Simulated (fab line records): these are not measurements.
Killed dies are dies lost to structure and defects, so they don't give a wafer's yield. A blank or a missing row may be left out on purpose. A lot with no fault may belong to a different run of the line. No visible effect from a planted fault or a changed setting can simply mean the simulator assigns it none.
A lot that was struck, set against a sound lot -- flow sky130 -- 17 out of 708 route steps
Sound: the wafers L983.3, L983.4, L983.6. The struck wafers were L990.1, L990.3, L990.4. The cause comes at the end.
Each step with rows lists, per side, the tool, then ch with its chambers, then its first start. Under that, the readings that differ: sound wafers -- struck wafers -- difference of the means -- sigmas: that difference in standard deviations of wafers without a fault.
alike: readings whose means differ by less than 2 such deviations, and words and numbers that are the same on both sides. not compared: withheld readings, readings that some wafer has no value for, bounds like >300 that may hide the same value, and numbers for which the record gives no deviation and whose values overlap.
The two part at a step that has a row with sigmas, a row that says differs or no value, or rows on one side only. Numbers that don't overlap but have no deviation are shown without sigmas and don't part them. A reading that every wafer of one side lacks parts them only if that side has two wafers or more.

SKY_VIA1_CMP_02: polishes SiO2.
  sound on cmp-01 ch 2,3, day 35 19:15; struck on cmp-02 ch 0,2,3, day 37 15:22
  alike: edge_zone_pressure_frac, motor_current_A, slurry_filter_dp_kPa
SKY_VIA1_BOW_MEAS_03:
  sound on film_metro-04, day 35 19:35; struck on film_metro-03, day 37 15:37
  alike: VIA1_BOW
then, 8 steps without rows for these wafers: SKY_VIA1_DEHYDRATE_04 (time 60 s); SKY_VIA1_HMDS_05 (prime time 60 s); SKY_VIA1_COAT_06 (resist thk 60 nm); SKY_VIA1_COAT_07 (resist thk 450 nm); SKY_VIA1_SOFTBAKE_08 (time 90 s); SKY_VIA1_EXPOSE_09 (exposes mask VIM, target cd 150 nm); SKY_VIA1_PEB_10; SKY_VIA1_DEVELOP_11 (develop time 60 s).
SKY_VIA1_CD_MEAS_12: target cd 150 nm.
  sound on cd_sem-01, day 36 21:59; struck on cd_sem-02, day 38 16:38
  alike: cd_nm
SKY_VIA1_OVL_MEAS_13:
  sound on overlay-02, day 36 22:04; struck on overlay-02, day 38 16:46
  alike: VIA1_OVL
SKY_VIA1_ETCH_14: etches BARC in N2/H2, stops on SiO2, time 45.9 s, target depth 60 nm.
  sound on rie_diel-02 ch 0,3, day 36 22:05; struck on rie_diel-02 ch 0,1,2, day 38 16:48
reading,sound,struck,difference,sigmas
model.KrF-thick_of_VIA1_COAT_07.thk_nm (nm),393.3 394.6 393.5,361 362 361.6,-32,
model.VIA1.cd_nm (nm),148.5 147.8 146.6,152.6 154.5 154.7,+6.3,
  alike: bias_w, drypump_motor_current_A, h2_flow_sccm, oes_product_au, throttle_valve_pct
  not compared: rf_hours_counter_h
SKY_VIA1_ETCH_15: etches SiO2 in C4F8/O2/Ar, stops on TiN, target depth 351 nm, time 54 s.
  sound on rie_diel-02 ch 0,3, day 36 22:08; struck on rie_diel-02 ch 0,1,2, day 38 16:50
reading,sound,struck,difference,sigmas
model.KrF-thick_of_VIA1_COAT_07.thk_nm (nm),322.7 324.2 323.7,291.1 292.3 291.8,-31.8,
  alike: bias_w, oes_product_au
  not compared: rf_hours_counter_h
SKY_VIA1_STRIP_16: strips in O2/N2.
  sound on plasma_asher-04 ch 0,1, day 36 22:13; struck on plasma_asher-02 ch 0,1, day 38 16:53
reading,sound,struck,difference,sigmas
oes_product_au (a.u.),0.412 0.414 0.408,0.403 0.401 0.400,-0.010,-2
strip_time_to_endpoint_s (s),4.453 4.487 4.475,4.134 4.144 4.112,-0.342,-15
  alike: drypump_motor_current_A
  not compared: rf_hours_counter_h
then, 1 step without rows for these wafers: SKY_VIA1_STRIP_17 (strips in post etch residue remover, time 1200 s).
-- the record jumps here: 11 days lie between the struck wafers' starts before and after (it left off in module VIA1 and takes up again in module PAD_OPEN, whose first step shown is number 708 of the route) --
SKY_PAD_OPEN_PROBE_99:
  sound on prober-01, day 48 02:02; struck on prober-02, day 49 08:25
reading,sound,struck,difference,sigmas
defect_limited_yield (%),79.3 78.0 83.5,85.2 85.8 82.1,+4.1,+2
killed_dies,102 108 81,73 70 88,-20,-2
sort_bin_5_function (%),13.2 13.2 10.4,7.9 9.8 10.0,-3.0,-2
sort_n_pass,390 384 411,419 422 404,+20,+2
sort_yield_pct (%),79.3 78.0 83.5,85.2 85.8 82.1,+4.1,+2
model.etest.via1_chain.rc_ohm,17.13 17.02 17.85,15.78 16.04 14.63,-1.85,
  alike: killed_at_M0_to_M3, killed_at_M4_up, killed_at_contacts, killed_at_front_end, killed_at_other, killed_open, killed_short, sort_bin_3_pad_short, sort_bin_6_memory

## WHERE THEY PART
At SKY_VIA1_STRIP_16 first; at SKY_PAD_OPEN_PROBE_99 last (within this record only).

WHY: what the simulator had put in
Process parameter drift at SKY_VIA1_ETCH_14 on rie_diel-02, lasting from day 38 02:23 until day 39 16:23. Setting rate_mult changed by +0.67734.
